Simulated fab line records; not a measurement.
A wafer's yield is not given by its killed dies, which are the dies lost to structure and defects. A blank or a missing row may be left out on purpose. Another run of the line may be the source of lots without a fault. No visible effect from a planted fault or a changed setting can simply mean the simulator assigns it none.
Code-filled problem report in 8D (eight disciplines) form ; flow gf180mcu ; the parts of the form that need people (team, actions taken, sign-off) are left out

1. WHAT IS WRONG
V1_CVD_02_THK at GF_V1_THK_MEAS_03 reads a mean of 946 nm on 1 wafer of 1 lot; wafers without a fault read 850 nm with a standard deviation of 10. Measured from the usual mean, that is +9.6 standard deviations.
Earliest sighting: wafer L462.2 on film metro-03 at day 23 08:11. Wafers with a number at this step in the record: 32, from 11 lots. Rule for "out" (also "out of limits"): further than 4 standard deviations from the usual mean. The other wafers with a number count as sound.

2. WHAT THIS IS AND IS NOT
question;is;is not
which readings at this step;V1_CVD_02_THK;-
which lots;L462;L446, L447, L448, L450, L452, L454, L455, L457, L458, L468
which wafers of those lots;L462.2;L462.6
read on which gauges;film metro-03;film metro-02, film metro-04
when;from day 23 08:11;"up to then (28 sound wafers); but 3 sound wafers of L468 came after"

3. THE SUSPECTS, EACH WITH WHAT RULES IT OUT
Counting: if a tool at a process step up to the reading ran every lot that is out, it stays a suspect. Sound lots after the first of them don't rule it out here, since some wafers of a struck lot are sound.
- the gauge at GF_V1_THK_MEAS_03 has been ruled out. All the wafers that are out were read on film metro-03, but those of them that GF_V1_CVD_02 has rows for are out there too, on other tools.
- rtp anneal-02 at GF_SALICIDE_RTA_06 (time 30 s): kept. L462, the lot that is out, went through it at day 21 05:59; up to then, the latest sound lot through it was L457 at day 19 12:11.
- pecvd-04 at GF_V1_CVD_02 (deposits SiO2 from TEOS, target thk 850 nm, time 94.851 s): kept. L462, the lot that is out, went through it at day 23 08:07; up to then, the latest sound lot through it was L458 at day 22 05:21. Its own run length s readings are out on those wafers.
- At GF_V1_CVD_02 on pecvd-04, chamber 2 took the sound wafers of the same lots and chamber 1 took the wafers that are out.
The count leaves pecvd-04 at GF_V1_CVD_02 and rtp anneal-02 at GF_SALICIDE_RTA_06.

4. THE CAUSE (what the simulator had put in)
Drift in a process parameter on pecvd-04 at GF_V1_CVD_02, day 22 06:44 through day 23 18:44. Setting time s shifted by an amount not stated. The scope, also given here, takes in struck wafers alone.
2 suspects survive the count, and this tool is in that group.

5. SEQUENCE OF EFFECTS, ordered by route
Each row: a reading where the mean over the struck wafers with a number is more than 3 standard deviations away from the usual. Scope: only readings with a usual standard deviation given in the record; hours: median across lots of the time from each lot's start at the first step in this table that gives one to its start at this step; sigmas: change in usual standard deviations.
hours;step;reading;usual;on struck wafers;change;sigmas
0;GF_V1_CVD_02;run length s;122.9 s;133.5;+10.6;+25
0;GF_V1_THK_MEAS_03;V1_CVD_02_THK;850 nm;946;+96;+9.6
0;GF_V1_CMP_04;time to endpoint s;80 s;114;+34;+6.8
It contains these process steps:
- GF_V1_CVD_02: deposits SiO2 from TEOS, target thk 850 nm, time 94.851 s.
- GF_V1_CMP_04: polishes SiO2.

6. HOW IT WOULD HAVE BEEN CAUGHT EARLIER
25 hours passed between the start of the fault at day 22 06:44 and the first reading out of limits at a measuring or inspecting step in this record, taken at day 23 08:11.
Tool's own readings at GF_V1_CVD_02, run length s: out on all struck wafers the step has rows for; an alarm limit on them would have tripped on the first.
Each of the lots that are out, 1 in all, had begun GF_V1_CVD_02 on pecvd-04 no later than day 23 08:11. A hold on the tool at that time would have spared none of them.
